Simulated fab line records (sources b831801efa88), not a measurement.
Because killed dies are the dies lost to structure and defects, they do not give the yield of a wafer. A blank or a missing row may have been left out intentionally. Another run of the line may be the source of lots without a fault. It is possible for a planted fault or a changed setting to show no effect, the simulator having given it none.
Chamber matching + flow sky130 + 3 sister chambers for SKY_CAP2M_CVD_00 on pecvd-01
The step deposits SiO2, target thk 15.5 nm. 3 wafers are shown with their chamber, then 9 later ones without.

## WAFERS PAIRED WITH THEIR CHAMBERS
| wafer  | chamber | heater power w (W) |
|--------|---------|--------------------|
| L085.2 | 2       | 914                |
| L087.5 | 1       | 759                |
| L087.6 | 0       | 675                |

## WAFERS WHOSE CHAMBER IS MISSING
| wafer  | heater power w (W) |
|--------|--------------------|
| L089.1 | 754                |
| L089.3 | 876                |
| L089.5 | 610                |
| L092.2 | 753                |
| L092.3 | 677                |
| L092.6 | 670                |
| L097.1 | 780                |
| L097.3 | 701                |
| L097.6 | 877                |

## THE CHAMBER EACH PASSED THROUGH
| wafer  | from the rows above     | in truth                   |
|--------|-------------------------|----------------------------|
| L089.1 | 1                       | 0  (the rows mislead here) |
| L089.3 | 2                       | 2                          |
| L089.5 | 0                       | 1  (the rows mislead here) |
| L092.2 | 1                       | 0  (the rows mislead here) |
| L092.3 | 0                       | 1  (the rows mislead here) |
| L092.6 | 0                       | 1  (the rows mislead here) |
| L097.1 | 1                       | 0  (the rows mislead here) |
| L097.3 | can't be placed: 0 or 1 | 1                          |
| L097.6 | 2                       | 2                          |
2 of 9 placed correctly. Not placeable from these rows: 1 (in 1, the candidates include the true chamber). 6 placed wrongly.
How it was worked out, from the rows above alone: a wafer's distance from a chamber is the root of the sum, over the readings, of the square of ((its reading less the chamber's mean) divided by the reading's scatter). If the next closest chamber is less than 2 further off than the closest, the wafer can't be placed; otherwise it belongs to the closest. Each chamber's mean is taken over the wafers shown for it. The scatter (one wafer shown for each chamber): square how far every hidden wafer sits from the nearest shown wafer, average those squares and take the square root.
